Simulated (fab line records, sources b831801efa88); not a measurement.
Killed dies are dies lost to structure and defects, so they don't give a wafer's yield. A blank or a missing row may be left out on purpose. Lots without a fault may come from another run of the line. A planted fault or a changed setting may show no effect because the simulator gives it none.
Which tool did it? | flow sky130 | 13 lots, 39 wafers sampled, at 4 steps of a route of 708

WHAT THE GAUGES READ, wafer by wafer
SKY_LI_CONTACT_OVL_MEAS_13. Usual: LI_CONTACT_OVL 0 nm, standard deviation 7.
lot  | measured     | on         | LI_CONTACT_OVL (nm) | flag
L214 | day 29 23:48 | overlay-01 | 1 -4 -8             |
L215 | day 30 05:29 | overlay-02 | 4 8 -6              |
L216 | day 30 19:33 | overlay-02 | 0 -9 -6             |
L218 | day 31 01:56 | overlay-01 | 7 9 4               |
L219 | day 31 04:04 | overlay-01 | 2 -1 4              |
L222 | day 32 09:22 | overlay-01 | 6 6 -2              |
L223 | day 32 14:23 | overlay-01 | 1 -2 -2             |
L224 | day 32 18:53 | overlay-02 | 6 20 6              |
L226 | day 33 03:34 | overlay-02 | 3 -3 9              |
L227 | day 33 23:08 | overlay-02 | -3 8 8              |
L230 | day 34 19:16 | overlay-01 | 3 1 13              |
L231 | day 34 16:31 | overlay-02 | 4 7 -1              |
L237 | day 36 14:19 | overlay-02 | 5 0 6               |

WHICH TOOL RAN EACH LOT (tool, then ch and the chambers of the sampled wafers, then the start)
lot  | SKY_VT_ADJUST_HVTP_STRIP_10          | SKY_GATE_OXIDE_CLEAN_15         | SKY_LDD_LDN_STRIP_12
L214 | plasma_asher-01 ch 0,1, day 6 22:19  | wet_bench-03 ch 1, day 14 18:46 | plasma_asher-04 ch 0,1, day 23 19:46
L215 | plasma_asher-03 ch 0,1, day 6 22:49  | wet_bench-03 ch 0, day 14 23:42 | plasma_asher-03 ch 0,1, day 24 01:43
L216 | plasma_asher-01 ch 0,1, day 7 06:44  | wet_bench-03 ch 1, day 15 10:22 | plasma_asher-01 ch 0,1, day 24 16:15
L218 | plasma_asher-02 ch 0,1, day 7 13:11  | wet_bench-03 ch 2, day 15 15:30 | plasma_asher-04 ch 0,1, day 25 00:23
L219 | plasma_asher-02 ch 0,1, day 7 13:50  | wet_bench-01 ch 0, day 15 17:45 | plasma_asher-01 ch 0,1, day 25 02:18
L222 | plasma_asher-03 ch 0,1, day 8 11:41  | wet_bench-03 ch 2, day 17 02:57 | plasma_asher-04 ch 0,1, day 26 08:42
L223 | plasma_asher-01 ch 0,1, day 8 18:14  | wet_bench-04 ch 1, day 17 08:29 | plasma_asher-04 ch 0,1, day 26 15:16
L224 | plasma_asher-03 ch 0,1, day 8 20:08  | wet_bench-03 ch 2, day 17 11:44 | plasma_asher-01 ch 0,1, day 26 20:05
L226 | plasma_asher-03 ch 0,1, day 9 04:56  | wet_bench-03 ch 2, day 18 01:28 | plasma_asher-03 ch 0,1, day 27 04:33
L227 | plasma_asher-03 ch 0,1, day 9 10:50  | wet_bench-04 ch 0, day 18 10:56 | plasma_asher-04 ch 0,1, day 27 17:23
L230 | plasma_asher-02 ch 0,1, day 10 11:01 | wet_bench-01 ch 0, day 19 22:36 | plasma_asher-03 ch 0,1, day 28 22:34
L231 | plasma_asher-03 ch 0,1, day 10 12:08 | wet_bench-03 ch 3, day 19 22:10 | plasma_asher-03 ch 0,1, day 28 21:05
L237 | plasma_asher-03 ch 0,1, day 12 05:23 | wet_bench-01 ch 3, day 22 02:08 | plasma_asher-04 ch 0,1, day 30 20:21
- SKY_VT_ADJUST_HVTP_STRIP_10: strips in O2/N2.
- SKY_GATE_OXIDE_CLEAN_15: cleans in SC1/SC2, time 150 s.
- SKY_LDD_LDN_STRIP_12: strips in O2/N2.

WHAT THE TOOLS THEMSELVES READ (means of the sampled wafers that have a number; where no wafer has one, the mark that the record gives instead)
SKY_VT_ADJUST_HVTP_STRIP_10. Usual: drypump_motor_current_A 5.6 A, standard deviation 0.62; oes_product_au 0.716 a.u., standard deviation 0.0046; strip_time_to_endpoint_s 14.17 s, standard deviation 0.037.
lot  | tool            | drypump_motor_current_A (A) | oes_product_au (a.u.) | strip_time_to_endpoint_s (s) | flag
L214 | plasma_asher-01 | 6.1                         | 0.713                 | 14.11                        |
L215 | plasma_asher-03 | 5.4                         | 0.719                 | 14.17                        |
L216 | plasma_asher-01 | 6.1                         | 0.712                 | 14.21                        |
L218 | plasma_asher-02 | 5.2                         | 0.719                 | 14.20                        |
L219 | plasma_asher-02 | 5.3                         | 0.716                 | 14.17                        |
L222 | plasma_asher-03 | 5.4                         | 0.715                 | 14.22                        |
L223 | plasma_asher-01 | 6.1                         | 0.715                 | 14.19                        |
L224 | plasma_asher-03 | 5.8                         | 0.714                 | 14.16                        |
L226 | plasma_asher-03 | 5.8                         | 0.715                 | 14.18                        |
L227 | plasma_asher-03 | 5.4                         | 0.714                 | 14.20                        |
L230 | plasma_asher-02 | 5.2                         | 0.715                 | 14.17                        |
L231 | plasma_asher-03 | 5.4                         | 0.716                 | 14.23                        |
L237 | plasma_asher-03 | 5.4                         | 0.713                 | 14.19                        |

SKY_GATE_OXIDE_CLEAN_15. Usual: run_length_s 177 s, standard deviation 3.4.
lot  | tool         | run_length_s (s) | flag
L214 | wet_bench-03 | 183              |
L215 | wet_bench-03 | 175              |
L216 | wet_bench-03 | 182              |
L218 | wet_bench-03 | 182              |
L219 | wet_bench-01 | 174              |
L222 | wet_bench-03 | 174              |
L223 | wet_bench-04 | 176              |
L224 | wet_bench-03 | 176              |
L226 | wet_bench-03 | 175              |
L227 | wet_bench-04 | 177              |
L230 | wet_bench-01 | 174              |
L231 | wet_bench-03 | 42               | OFF
L237 | wet_bench-01 | 176              |

SKY_LDD_LDN_STRIP_12. Usual: drypump_motor_current_A 5.8 A, standard deviation 0.51; oes_product_au 0.716 a.u., standard deviation 0.004; strip_time_to_endpoint_s 14.17 s, standard deviation 0.044.
lot  | tool            | drypump_motor_current_A (A) | oes_product_au (a.u.) | strip_time_to_endpoint_s (s) | flag
L214 | plasma_asher-04 | 5.8                         | 0.717                 | 14.19                        |
L215 | plasma_asher-03 | 5.8                         | 0.715                 | 14.16                        |
L216 | plasma_asher-01 | 6.1                         | 0.716                 | 14.18                        |
L218 | plasma_asher-04 | 5.9                         | 0.715                 | 14.23                        |
L219 | plasma_asher-01 | 5.9                         | 0.715                 | 14.23                        |
L222 | plasma_asher-04 | 5.8                         | 0.719                 | 14.20                        |
L223 | plasma_asher-04 | 5.8                         | 0.713                 | 14.14                        |
L224 | plasma_asher-01 | 5.9                         | 0.716                 | 14.20                        |
L226 | plasma_asher-03 | 5.8                         | 0.713                 | 14.25                        |
L227 | plasma_asher-04 | 5.8                         | 0.719                 | 14.12                        |
L230 | plasma_asher-03 | 5.8                         | 0.717                 | 14.13                        |
L231 | plasma_asher-03 | 5.4                         | 0.717                 | 14.17                        |
L237 | plasma_asher-04 | 5.9                         | 0.715                 | 14.13                        |

THE ANSWER, worked out from the rows above alone
Rule: a lot is off if the mean of its wafers that have a number lies more than 3 standard deviations from the usual mean. A lot without any number at a reading at which 4 lots or more have one is off too. The other lots that the step has rows for count as sound. The gauges are gone through in route order, then the tools' own readings, and for those a lot's mean is taken as printed above. The first step at which some lot is off is used, and at that step the reading that is off furthest; a lot without a number counts as furthest.
Off: L231, at SKY_GATE_OXIDE_CLEAN_15 (run_length_s).
A tool fits if, at that step or a process step before it, it ran every lot that is off, and no sound lot after the first of them. One fits: wet_bench-03 at SKY_GATE_OXIDE_CLEAN_15. Its last sound lot is L226 (day 18 01:28), its first lot that is off L231 (day 19 22:10): a fault that began between those two fits.
The tool's own readings at SKY_GATE_OXIDE_CLEAN_15 bear it out: on the lots that are off they differ by more than 5 times the standard deviation of the sound lots' means. run_length_s reads 42 s there against 177 s on the sound lots.

WHAT THE SIMULATOR HAD PUT IN
Process parameter drift: wet_bench-03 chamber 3, from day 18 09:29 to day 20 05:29, at SKY_GATE_OXIDE_CLEAN_15. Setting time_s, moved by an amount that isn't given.
Lots struck among those shown: L231. The rule above found the same.
